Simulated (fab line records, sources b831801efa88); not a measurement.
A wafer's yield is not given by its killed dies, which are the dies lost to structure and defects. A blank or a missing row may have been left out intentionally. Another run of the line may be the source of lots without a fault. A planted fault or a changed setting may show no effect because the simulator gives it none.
What tool caused it? | flow sky130 | 39 wafers from 13 lots sampled at 5 of the route's 708 steps

WHAT EACH GAUGE READ, for each wafer
SKY_RES_XHIGH_TW_MEAS_09. Usual: RES_XHIGH_TW typically reads 1644, with standard deviation 9.8.
lot  | measured     | on           | RES_XHIGH_TW   | flag
L710 | day 27 12:01 | filmMetro-01 | 1625 1626 1634 | 
L712 | day 28 07:37 | filmMetro-04 | 1661 1659 1661 | 
L714 | day 28 14:22 | filmMetro-01 | 1656 1644 1644 | 
L716 | day 30 03:07 | filmMetro-01 | 1636 1635 1629 | 
L718 | day 30 06:01 | filmMetro-04 | 1643 1646 1651 | 
L717 | day 30 09:40 | filmMetro-01 | 1630 1626 1632 | 
L719 | day 30 18:22 | filmMetro-04 | 30 30 30       | OFF
L725 | day 32 13:17 | filmMetro-04 | 1654 1657 1647 | 
L728 | day 33 04:16 | filmMetro-01 | 1641 1635 1637 | 
L729 | day 33 14:08 | filmMetro-01 | 1653 1646 1650 | 
L727 | day 33 14:37 | filmMetro-01 | 1646 1638 1647 | 
L730 | day 33 21:25 | filmMetro-04 | 1638 1636 1650 | 
L731 | day 34 05:22 | filmMetro-01 | 1621 1635 1633 | 

SKY_SD_N_OVL_MEAS_08. Usual: SD_N_OVL typically reads 0.9 nm, with standard deviation 1.4.
lot  | measured     | on         | SD_N_OVL (nm)  | flag
L710 | day 28 15:45 | overlay-02 | -1.9 -1.1 1.1  | 
L712 | day 29 11:41 | overlay-01 | 0.6 1.4 0.8    | 
L714 | day 29 18:38 | overlay-02 | -0.7 2.1 0.6   | 
L716 | day 31 06:32 | overlay-01 | -0.4 0.0 0.0   | 
L718 | day 31 09:15 | overlay-01 | 0.8 0.4 0.9    | 
L717 | day 31 13:14 | overlay-01 | 0.9 2.2 2.6    | 
L719 | day 31 21:08 | overlay-02 | 1.2 -0.4 0.1   | 
L725 | day 33 15:59 | overlay-01 | 2.6 2.9 -0.4   | 
L728 | day 34 07:14 | overlay-02 | 2.0 1.0 0.2    | 
L729 | day 34 16:38 | overlay-02 | -0.6 0.8 -1.5  | 
L727 | day 34 16:47 | overlay-02 | 0.2 0.6 -1.3   | 
L730 | day 34 23:02 | overlay-01 | 2.3 2.2 2.7    | 
L731 | day 35 07:56 | overlay-02 | -1.3 -2.1 -1.7 | 

WHICH TOOL RAN EACH LOT (tool, then ch and the chambers of the sampled wafers, then the start)
lot  | SKY_POLY_CUT_ETCH_11              | SKY_POLY_CUT_STRIP_12               | SKY_RES_XHIGH_EXPOSE_04
L710 | rieDiel-03 ch 1,2,3, day 25 00:58 | plasmaAsher-02 ch 0,1, day 25 01:02 | ilineStepper-02 ch 0, day 26 22:22
L712 | rieDiel-02 ch 0,1,3, day 25 21:40 | plasmaAsher-03 ch 0,1, day 25 21:42 | ilineStepper-01 ch 0, day 27 17:46
L714 | rieDiel-03 ch 0,2,3, day 26 04:52 | plasmaAsher-02 ch 0,1, day 26 04:54 | ilineStepper-01 ch 0, day 28 00:43
L716 | rieDiel-03 ch 1,3, day 27 19:10   | plasmaAsher-01 ch 0,1, day 27 19:12 | ilineStepper-02 ch 0, day 29 14:10
L718 | rieDiel-04 ch 0,1,3, day 27 22:37 | plasmaAsher-01 ch 0,1, day 27 22:41 | ilineStepper-02 ch 0, day 29 16:22
L717 | rieDiel-03 ch 1,2, day 28 01:52   | plasmaAsher-02 ch 0,1, day 28 01:56 | ilineStepper-02 ch 0, day 29 20:04
L719 | rieDiel-03 ch 1,2, day 28 09:37   | plasmaAsher-03 ch 0,1, day 28 09:39 | ilineStepper-02 ch 0, day 30 04:16
L725 | rieDiel-03 ch 0,1,2, day 30 05:04 | plasmaAsher-03 ch 1, day 30 05:06   | ilineStepper-02 ch 0, day 31 23:31
L728 | rieDiel-04 ch 1,2,3, day 30 22:28 | plasmaAsher-02 ch 0,1, day 30 22:30 | ilineStepper-02 ch 0, day 32 15:12
L729 | rieDiel-03 ch 1,2,3, day 31 08:13 | plasmaAsher-02 ch 0,1, day 31 08:15 | ilineStepper-01 ch 0, day 33 00:46
L727 | rieDiel-04 ch 0,1,2, day 31 08:50 | plasmaAsher-03 ch 0,1, day 31 08:53 | ilineStepper-02 ch 0, day 33 01:38
L730 | rieDiel-02 ch 1,2,3, day 31 14:52 | plasmaAsher-02 ch 0,1, day 31 14:54 | ilineStepper-02 ch 0, day 33 07:50
L731 | rieDiel-02 ch 0,2, day 31 22:46   | plasmaAsher-03 ch 0,1, day 31 22:48 | ilineStepper-01 ch 0, day 33 15:20
- SKY_POLY_CUT_ETCH_11: etches Si3N4 in CF4/CH2F2/Ar, stops on poly-Si, time 42.5 s, target depth 60 nm.
- SKY_POLY_CUT_STRIP_12: strips in O2/N2.
- SKY_RES_XHIGH_EXPOSE_04: exposes mask URPM, target cd 1270 nm.

AS READ BY THE TOOLS THEMSELVES (means over the sampled wafers that have a number; for cases with no such wafer, the mark the record gives instead)
SKY_POLY_CUT_ETCH_11. Usual: drypumpMotorCurrentA 5.7 A, standard deviation 0.58; oesProductAu 0.830 a.u., standard deviation 0.006; throttleValvePct 14.994 %, standard deviation 0.0095.
lot  | tool       | drypumpMotorCurrentA (A) | oesProductAu (a.u.) | throttleValvePct (%) | flag
L710 | rieDiel-03 | 6.0                      | 0.834               | 15.001               | 
L712 | rieDiel-02 | 4.9                      | 0.829               | 14.992               | 
L714 | rieDiel-03 | 5.9                      | 0.831               | 14.982               | 
L716 | rieDiel-03 | 5.8                      | 0.830               | 14.999               | 
L718 | rieDiel-04 | 5.5                      | 0.840               | 14.992               | 
L717 | rieDiel-03 | 6.2                      | 0.828               | 14.994               | 
L719 | rieDiel-03 | 6.3                      | 0.833               | 14.998               | 
L725 | rieDiel-03 | 6.1                      | 0.827               | 15.000               | 
L728 | rieDiel-04 | 5.8                      | 0.825               | 14.989               | 
L729 | rieDiel-03 | 6.0                      | 0.831               | 14.993               | 
L727 | rieDiel-04 | 5.6                      | 0.832               | 14.997               | 
L730 | rieDiel-02 | 5.4                      | 0.836               | 14.991               | 
L731 | rieDiel-02 | 6.1                      | 0.840               | 14.998               | 

SKY_POLY_CUT_STRIP_12. Usual: drypumpMotorCurrentA 5.7 A, standard deviation 0.5; oesProductAu 0.453 a.u., standard deviation 0.005; stripTimeToEndpointS 5.362 s, standard deviation 0.018.
lot  | tool           | drypumpMotorCurrentA (A) | oesProductAu (a.u.) | stripTimeToEndpointS (s) | flag
L710 | plasmaAsher-02 | 5.5                      | 0.448               | 5.352                    | 
L712 | plasmaAsher-03 | 6.0                      | 0.450               | 5.336                    | 
L714 | plasmaAsher-02 | 5.5                      | 0.457               | 5.396                    | 
L716 | plasmaAsher-01 | 6.1                      | 0.449               | 5.372                    | 
L718 | plasmaAsher-01 | 6.1                      | 0.453               | 5.356                    | 
L717 | plasmaAsher-02 | 5.5                      | 0.451               | 5.376                    | 
L719 | plasmaAsher-03 | 6.0                      | 0.452               | 5.366                    | 
L725 | plasmaAsher-03 | 6.1                      | 0.453               | 5.359                    | 
L728 | plasmaAsher-02 | 5.1                      | 0.451               | 5.352                    | 
L729 | plasmaAsher-02 | 5.1                      | 0.456               | 5.367                    | 
L727 | plasmaAsher-03 | 5.9                      | 0.452               | 5.374                    | 
L730 | plasmaAsher-02 | 5.5                      | 0.454               | 5.378                    | 
L731 | plasmaAsher-03 | 5.9                      | 0.452               | 5.361                    | 

THE ANSWER, worked out from the rows above alone
Rule: lot off if the mean of its wafers having a number is beyond 3 standard deviations from the usual mean. A lot without any number at a reading at which 4 lots or more have one is off too. Any other lot the step has rows for is counted as sound. After the gauges, taken in route order, come the tools' own readings; for these a lot's mean is taken, as printed above. At the first step where some lot is off, the reading lying furthest off is the one used; lots without a number count as furthest.
Off: L719, at SKY_RES_XHIGH_TW_MEAS_09 (RES_XHIGH_TW).
A tool fits if, at a process step before that reading, it ran every lot that is off, and no sound lot after the first of them. Those tools and the gauges at SKY_RES_XHIGH_TW_MEAS_09 are tried in the same way. Of those tried, none fits.

WHAT WAS PUT IN BY THE SIMULATOR
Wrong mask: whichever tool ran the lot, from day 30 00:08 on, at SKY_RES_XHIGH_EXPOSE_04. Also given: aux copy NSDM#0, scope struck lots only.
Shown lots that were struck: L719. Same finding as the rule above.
